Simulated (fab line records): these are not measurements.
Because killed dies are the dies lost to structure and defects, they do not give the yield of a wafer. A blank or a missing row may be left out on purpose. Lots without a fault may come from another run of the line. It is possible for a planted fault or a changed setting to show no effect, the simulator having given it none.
Which tool did it? | flow sky130 | Sampling: 24 lots, 72 wafers, 3 of 708 route steps

## WHAT THE GAUGES SHOWED, per wafer
SKY_LDD_HVP_TW_MEAS_10.
lot  | measured     | on           | LDD_HVP_TW
L074 | day 22 05:22 | filmMetro-02 | 460 461 460
L075 | day 22 19:27 | filmMetro-01 | 447 449 447
L076 | day 22 22:29 | filmMetro-02 | 461 462 460
L077 | day 23 08:38 | filmMetro-02 | 460 458 460
L078 | day 23 20:32 | filmMetro-04 | 457 459 459
L079 | day 24 00:23 | filmMetro-04 | 459 458 460
L080 | day 24 09:25 | filmMetro-02 | 466 464 463
L081 | day 25 01:06 | filmMetro-02 | 461 460 466
L082 | day 25 09:27 | filmMetro-01 | 451 451 449
L083 | day 25 15:33 | filmMetro-04 | 457 457 457
L084 | day 25 20:50 | filmMetro-02 | 461 462 463
L085 | day 26 08:45 | filmMetro-02 | 463 461 460
L086 | day 26 10:11 | filmMetro-02 | 461 463 463
L087 | day 26 22:14 | filmMetro-04 | 459 458 458
L088 | day 27 08:30 | filmMetro-02 | 459 462 464
L089 | day 27 15:58 | filmMetro-02 | 460 461 461
L090 | day 28 06:05 | filmMetro-02 | 457 457 458
L091 | day 28 08:44 | filmMetro-02 | 458 461 458
L092 | day 28 13:16 | filmMetro-02 | 459 459 458
L093 | day 28 17:03 | filmMetro-02 | 459 458 457
L094 | day 29 06:53 | filmMetro-01 | 448 448 451
L095 | day 29 17:45 | filmMetro-01 | 452 452 451
L096 | day 29 20:30 | filmMetro-04 | 460 458 463
L097 | day 29 23:09 | filmMetro-02 | 465 462 466

## EACH LOT AND THE TOOL THAT RAN IT (in order: tool; ch and the chambers of the sampled wafers; start)
lot  | SKY_FIELD_ISO_ETCH_14            | SKY_FIELD_ISO_ETCH_15
L074 | rieDiel-04 ch 0,1, day 2 06:17   | rieDiel-04 ch 0,1, day 2 06:20
L075 | rieDiel-01 ch 1,2,3, day 2 12:19 | rieDiel-01 ch 1,2,3, day 2 12:22
L076 | rieDiel-04 ch 1,2,3, day 2 16:41 | rieDiel-04 ch 1,2,3, day 2 16:44
L077 | rieDiel-04 ch 0,1, day 2 23:37   | rieDiel-04 ch 0,1, day 2 23:40
L078 | rieDiel-01 ch 2,3, day 3 03:02   | rieDiel-01 ch 2,3, day 3 03:05
L079 | rieDiel-03 ch 0,2,3, day 3 07:32 | rieDiel-03 ch 0,2,3, day 3 07:35
L080 | rieDiel-03 ch 0,3, day 3 12:23   | rieDiel-03 ch 0,3, day 3 12:26
L081 | rieDiel-04 ch 1,3, day 3 17:22   | rieDiel-04 ch 1,3, day 3 17:26
L082 | rieDiel-01 ch 0,2,3, day 3 23:40 | rieDiel-01 ch 0,2,3, day 3 23:43
L083 | rieDiel-03 ch 0,1,2, day 4 06:59 | rieDiel-03 ch 0,1,2, day 4 07:02
L084 | rieDiel-04 ch 0,3, day 4 10:11   | rieDiel-04 ch 0,3, day 4 10:14
L085 | rieDiel-04 ch 1,2,3, day 4 15:22 | rieDiel-04 ch 1,2,3, day 4 15:25
L086 | rieDiel-03 ch 1,2,3, day 4 21:47 | rieDiel-03 ch 1,2,3, day 4 21:50
L087 | rieDiel-01 ch 0,1, day 5 01:28   | rieDiel-01 ch 0,1, day 5 01:31
L088 | rieDiel-03 ch 0,1, day 5 08:56   | rieDiel-03 ch 0,1, day 5 08:59
L089 | rieDiel-01 ch 0,2,3, day 5 14:32 | rieDiel-01 ch 0,2,3, day 5 14:35
L090 | rieDiel-03 ch 0,2,3, day 5 18:32 | rieDiel-03 ch 0,2,3, day 5 18:35
L091 | rieDiel-01 ch 0,1, day 5 23:53   | rieDiel-01 ch 0,1, day 5 23:56
L092 | rieDiel-01 ch 1,2, day 6 04:02   | rieDiel-01 ch 1,2, day 6 04:05
L093 | rieDiel-04 ch 1,3, day 6 07:37   | rieDiel-04 ch 1,3, day 6 07:40
L094 | rieDiel-03 ch 1,2,3, day 6 14:23 | rieDiel-03 ch 1,2,3, day 6 14:26
L095 | rieDiel-03 ch 0,2,3, day 6 21:50 | rieDiel-03 ch 0,2,3, day 6 21:53
L096 | rieDiel-04 ch 0,1,2, day 7 00:38 | rieDiel-04 ch 0,1,2, day 7 00:41
L097 | rieDiel-01 ch 0,3, day 7 04:22   | rieDiel-01 ch 0,3, day 7 04:25
- SKY_FIELD_ISO_ETCH_14: etches BARC in N2/H2, stops on SiO2, time 45.9 s, target depth 60 nm.
- SKY_FIELD_ISO_ETCH_15: etches the open film in CHF3/O2, stops on Si, target depth 180 nm, time 72 s.

## WHAT THE TOOLS THEMSELVES READ (means of the sampled wafers that have a number; where no wafer has one, the mark that the record gives instead)
SKY_FIELD_ISO_ETCH_14.
lot  | tool       | drypumpMotorCurrentA (A) | oesProductAu (a.u.) | throttleValvePct (%)
L074 | rieDiel-04 | 6.1                      | 0.854               | 13.223
L075 | rieDiel-01 | 5.6                      | 0.850               | 13.217
L076 | rieDiel-04 | 5.7                      | 0.849               | 13.231
L077 | rieDiel-04 | 6.1                      | 0.850               | 13.225
L078 | rieDiel-01 | 5.1                      | 0.854               | 13.225
L079 | rieDiel-03 | 5.6                      | 0.852               | 13.224
L080 | rieDiel-03 | 5.3                      | 0.858               | 13.222
L081 | rieDiel-04 | 6.2                      | 0.858               | 13.232
L082 | rieDiel-01 | 5.3                      | 0.852               | 13.227
L083 | rieDiel-03 | 5.7                      | 0.854               | 13.235
L084 | rieDiel-04 | 6.3                      | 0.855               | 13.223
L085 | rieDiel-04 | 5.7                      | 0.863               | 13.226
L086 | rieDiel-03 | 5.8                      | 0.858               | 13.224
L087 | rieDiel-01 | 6.4                      | 0.851               | 13.226
L088 | rieDiel-03 | 5.6                      | 0.850               | 13.223
L089 | rieDiel-01 | 5.3                      | 0.856               | 13.223
L090 | rieDiel-03 | 5.6                      | 0.854               | 13.222
L091 | rieDiel-01 | 6.2                      | 0.854               | 13.217
L092 | rieDiel-01 | 6.0                      | 0.855               | 13.221
L093 | rieDiel-04 | 6.0                      | 0.855               | 13.226
L094 | rieDiel-03 | 5.7                      | 0.853               | 13.226
L095 | rieDiel-03 | 5.6                      | 0.857               | 13.228
L096 | rieDiel-04 | 5.7                      | 0.857               | 13.228
L097 | rieDiel-01 | 5.5                      | 0.859               | 13.225

SKY_FIELD_ISO_ETCH_15.
lot  | tool       | drypumpMotorCurrentA (A) | oesProductAu (a.u.) | throttleValvePct (%)
L074 | rieDiel-04 | 6.1                      | 0.948               | 8.846
L075 | rieDiel-01 | 5.5                      | 0.936               | 8.845
L076 | rieDiel-04 | 5.7                      | 0.936               | 8.830
L077 | rieDiel-04 | 6.1                      | 0.943               | 8.839
L078 | rieDiel-01 | 5.1                      | 0.953               | 8.851
L079 | rieDiel-03 | 5.6                      | 0.949               | 8.849
L080 | rieDiel-03 | 5.3                      | 0.944               | 8.856
L081 | rieDiel-04 | 6.2                      | 0.950               | 8.848
L082 | rieDiel-01 | 5.3                      | 0.958               | 8.841
L083 | rieDiel-03 | 5.7                      | 0.958               | 8.850
L084 | rieDiel-04 | 6.3                      | 0.938               | 8.841
L085 | rieDiel-04 | 5.7                      | 0.945               | 8.838
L086 | rieDiel-03 | 5.8                      | 0.945               | 8.840
L087 | rieDiel-01 | 6.3                      | 0.952               | 8.844
L088 | rieDiel-03 | 5.6                      | 0.938               | 8.845
L089 | rieDiel-01 | 5.3                      | 0.944               | 8.851
L090 | rieDiel-03 | 5.6                      | 0.957               | 8.846
L091 | rieDiel-01 | 6.1                      | 0.943               | 8.833
L092 | rieDiel-01 | 6.0                      | 0.950               | 8.842
L093 | rieDiel-04 | 6.0                      | 0.944               | 8.849
L094 | rieDiel-03 | 5.8                      | 0.943               | 8.841
L095 | rieDiel-03 | 5.6                      | 0.946               | 8.846
L096 | rieDiel-04 | 5.7                      | 0.952               | 8.849
L097 | rieDiel-01 | 5.4                      | 0.949               | 8.851

## THE ANSWER, worked out from the rows above alone
Rule: the usual values come from the lots themselves. The widest of any qualifying gaps counts: lots, ordered by their means at a reading, are off when they make up no more than a third of the lots, leave a main group of 4 or more, and stand apart from it by 3 or more times the standard deviation of that group's means. Not used: any main group whose means are identical at the precision the tables above print for the reading. A lot without any number at a reading at which 4 lots or more have one is off too. All remaining lots with rows at the step are treated as sound. First the gauges in route order, then the tools' own readings, where a lot's mean is used as printed above. At the first step where some lot is off, the reading lying furthest off is the one used; lots without a number count as furthest.
No lot is off on any of the readings shown, so nothing can be concluded from this.

## WHAT HAD BEEN PUT IN BY THE SIMULATOR
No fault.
